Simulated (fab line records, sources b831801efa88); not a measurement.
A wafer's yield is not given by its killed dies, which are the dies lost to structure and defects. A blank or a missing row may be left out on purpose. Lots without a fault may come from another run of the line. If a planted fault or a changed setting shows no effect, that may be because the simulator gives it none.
Which of the tools did it? | flow gf180mcu | 21 wafers from 7 lots sampled at 2 of the route's 602 steps

## WHAT THE GAUGES READ, wafer by wafer
GF_POLY_GATE_CD_MEAS_10: target cd 280 nm.
lot  | measured     | on        | cd-nm (nm)
L206 | day 9 17:40  | cd-sem-01 | 280.2 281.3 281.5
L208 | day 10 07:08 | cd-sem-01 | 279.8 278.1 277.7
L210 | day 10 21:02 | cd-sem-01 | 279.6 280.0 279.3
L213 | day 12 02:25 | cd-sem-01 | 280.5 281.7 280.7
L219 | day 13 22:53 | cd-sem-01 | 280.0 280.7 280.5
L225 | day 15 19:57 | cd-sem-02 | 280.1 279.0 279.2
L227 | day 16 00:51 | cd-sem-02 | 281.7 282.8 281.9

## WHICH TOOL RAN EACH LOT (tool, then ch and the chambers of the sampled wafers, then the start)
lot  | GF_VT_IMPLANT_RTA_45
L206 | rtp-anneal-01 ch 0, day 8 01:37
L208 | rtp-anneal-01 ch 0, day 8 15:29
L210 | rtp-anneal-01 ch 0, day 9 03:44
L213 | rtp-anneal-02 ch 0, day 10 07:27
L219 | rtp-anneal-02 ch 0, day 11 23:14
L225 | rtp-anneal-01 ch 0, day 13 18:45
L227 | rtp-anneal-01 ch 0, day 13 23:31
- GF_VT_IMPLANT_RTA_45: time 30 s.

## THE ANSWER, worked out from the rows above alone
Rule: the usual values come from the lots themselves. The widest of any qualifying gaps counts: lots, ordered by their means at a reading, are off when they make up no more than a third of the lots, leave a main group of 4 or more, and stand apart from it by 3 or more times the standard deviation of that group's means. A main group is skipped when, at the precision printed for the reading in the tables above, its means are all equal. A lot without any number at a reading at which 4 lots or more have one is off too. Any other lot the step has rows for is counted as sound.
No lot is off on any of the readings shown, so nothing can be concluded from this.

## WHAT THE SIMULATOR HAD INSERTED
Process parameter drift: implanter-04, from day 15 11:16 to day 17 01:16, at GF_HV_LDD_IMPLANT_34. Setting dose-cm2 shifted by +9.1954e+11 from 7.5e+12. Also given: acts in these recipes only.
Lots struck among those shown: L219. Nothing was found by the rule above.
